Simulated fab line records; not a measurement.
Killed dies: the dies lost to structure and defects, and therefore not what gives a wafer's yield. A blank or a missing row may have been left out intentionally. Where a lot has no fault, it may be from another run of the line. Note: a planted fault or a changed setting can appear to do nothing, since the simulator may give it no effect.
Which tool is to blame? -- flow sky130 -- Sampling: 12 lots, 36 wafers, 4 of 708 route steps

== WHAT THE GAUGES READ, wafer by wafer ==
SKY_LI_CONTACT_CD_MEAS_12: target cd 170 nm.
lot,measured,on,cd_nm (nm)
L621,day 29 01:35,cd_sem-02,169.0 167.2 167.6
L622,day 29 07:24,cd_sem-02,171.8 171.3 172.2
L623,day 29 19:01,cd_sem-02,170.2 169.5 168.8
L625,day 30 19:11,cd_sem-02,169.1 168.2 169.3
L627,day 31 12:37,cd_sem-01,164.5 165.8 166.1
L628,day 31 17:56,cd_sem-01,170.1 170.9 170.5
L629,day 32 02:02,cd_sem-02,169.4 168.0 167.5
L630,day 32 05:53,cd_sem-01,171.6 171.6 172.4
L636,day 34 03:38,cd_sem-02,170.4 169.8 170.8
L638,day 34 19:28,cd_sem-01,171.9 171.7 173.2
L643,day 36 06:29,cd_sem-01,169.7 169.7 169.3
L644,day 36 11:50,cd_sem-02,169.9 169.7 169.0

SKY_CONTACT_THK_MEAS_01.
lot,measured,on,CONTACT_CVD_00_THK (nm)
L621,day 30 08:47,film_metro-02,75.8 76.0 76.5
L622,day 30 13:29,film_metro-02,74.9 74.4 73.8
L623,day 31 00:59,film_metro-02,74.3 74.9 75.0
L625,day 32 00:29,film_metro-02,74.0 75.7 74.8
L627,day 32 18:36,film_metro-01,76.6 76.6 76.3
L628,day 32 23:49,film_metro-02,74.9 75.1 74.7
L629,day 33 06:56,film_metro-02,73.6 73.7 74.0
L630,day 33 11:22,film_metro-01,74.3 74.6 73.1
L636,day 35 07:53,film_metro-02,75.6 74.7 77.7
L638,day 36 00:40,film_metro-02,75.9 77.1 77.4
L643,day 37 10:59,film_metro-02,72.9 73.7 73.7
L644,day 37 16:22,film_metro-04,73.9 73.6 76.5

== WHICH TOOL RAN EACH LOT (tool, then ch and the chambers of the sampled wafers, then the start) ==
lot,SKY_FIELD_ISO_ETCH_17,SKY_POLY_CUT_STRIP_12
L621,"rie_si-01 ch 0,1,3, day 2 07:56","plasma_asher-03 ch 0,1, day 24 02:35"
L622,"rie_si-02 ch 0,1,3, day 2 09:00","plasma_asher-03 ch 0, day 24 08:55"
L623,"rie_si-01 ch 0,3, day 2 14:30","plasma_asher-03 ch 0,1, day 24 20:48"
L625,"rie_si-01 ch 0,1,3, day 3 02:47","plasma_asher-01 ch 0,1, day 26 00:04"
L627,"rie_si-02 ch 0,1,2, day 3 11:50","plasma_asher-02 ch 0,1, day 26 18:06"
L628,"rie_si-02 ch 0,2,3, day 3 17:02","plasma_asher-02 ch 0,1, day 27 00:58"
L629,"rie_si-02 ch 0,3, day 3 23:17","plasma_asher-01 ch 0,1, day 27 07:10"
L630,"rie_si-01 ch 0,1,2, day 4 05:05","plasma_asher-03 ch 0,1, day 27 11:39"
L636,"rie_si-01 ch 0,2,3, day 5 12:20","plasma_asher-03 ch 0,1, day 29 13:13"
L638,"rie_si-02 ch 0,3, day 5 21:39","plasma_asher-01 ch 0,1, day 30 06:06"
L643,"rie_si-01 ch 0,2, day 6 23:26","plasma_asher-01 ch 0,1, day 31 18:49"
L644,"rie_si-01 ch 0,1, day 7 05:53","plasma_asher-01 ch 0,1, day 32 00:55"
- SKY_FIELD_ISO_ETCH_17: etches Si in HBr/Cl2/O2, target depth 342 nm, time 97.7 s.
- SKY_POLY_CUT_STRIP_12: strips in O2/N2.

== WHAT THE TOOLS THEMSELVES READ (means of the sampled wafers that have a number; where no wafer has one, the mark that the record gives instead) ==
SKY_FIELD_ISO_ETCH_17.
lot,tool,drypump_motor_current_A (A),oes_product_au (a.u.),run_length_s (s),throttle_valve_pct (%)
L621,rie_si-01,5.8,0.995,126.0,25.646
L622,rie_si-02,5.9,0.994,126.1,25.656
L623,rie_si-01,5.9,0.996,125.9,25.655
L625,rie_si-01,5.8,1.000,126.1,25.655
L627,rie_si-02,6.2,0.999,126.5,25.663
L628,rie_si-02,5.9,0.998,126.1,25.654
L629,rie_si-02,5.6,0.997,126.1,25.648
L630,rie_si-01,5.5,0.998,126.0,25.656
L636,rie_si-01,5.7,1.007,126.1,25.663
L638,rie_si-02,5.6,0.996,131.4,25.659
L643,rie_si-01,5.5,0.999,126.1,25.658
L644,rie_si-01,5.6,1.004,126.3,25.660

SKY_POLY_CUT_STRIP_12.
lot,tool,drypump_motor_current_A (A),oes_product_au (a.u.),strip_time_to_endpoint_s (s)
L621,plasma_asher-03,5.7,0.452,5.349
L622,plasma_asher-03,6.3,0.450,5.350
L623,plasma_asher-03,6.0,0.453,5.361
L625,plasma_asher-01,5.3,0.453,5.364
L627,plasma_asher-02,6.2,0.454,5.385
L628,plasma_asher-02,6.0,0.454,5.327
L629,plasma_asher-01,5.3,0.455,5.374
L630,plasma_asher-03,5.7,0.453,5.369
L636,plasma_asher-03,6.0,0.458,5.381
L638,plasma_asher-01,5.4,0.446,5.341
L643,plasma_asher-01,5.2,0.450,5.328
L644,plasma_asher-01,5.3,0.453,5.344

== THE ANSWER, worked out from the rows above alone ==
Rule: the lots themselves supply what counts as usual. The widest of any qualifying gaps counts: lots, ordered by their means at a reading, are off when they make up no more than a third of the lots, leave a main group of 4 or more, and stand apart from it by 3 or more times the standard deviation of that group's means. Not used: any main group whose means are identical at the precision the tables above print for the reading. A lot without any number at a reading at which 4 lots or more have one is off too. The other lots that the step has rows for count as sound. The gauges are gone through in route order, then the tools' own readings, and for those a lot's mean is taken as printed above. The first step at which some lot is off is used, and at that step the reading that is off furthest; a lot without a number counts as furthest.
Off at SKY_FIELD_ISO_ETCH_17 (run_length_s): L638. The main group has a mean of 126.1 s with a standard deviation of 0.15.
A tool fits if, at that step or a process step before it, it ran every lot that is off, and no sound lot after the first of them. One candidate fits, namely rie_si-02 at SKY_FIELD_ISO_ETCH_17. A fault onset in the window from L629 (day 3 23:17, its last sound lot) to L638 (day 5 21:39, its first lot off) fits.
On the lots that are off, the tool's own readings at SKY_FIELD_ISO_ETCH_17 differ by more than 5 times the standard deviation of the sound lots' means, which bears it out; run_length_s reads 131.4 s there versus 126.1 s on the sound lots.

== WHAT WAS PUT IN BY THE SIMULATOR ==
rie_si-02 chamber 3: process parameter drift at SKY_FIELD_ISO_ETCH_17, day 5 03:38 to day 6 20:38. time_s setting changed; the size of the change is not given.
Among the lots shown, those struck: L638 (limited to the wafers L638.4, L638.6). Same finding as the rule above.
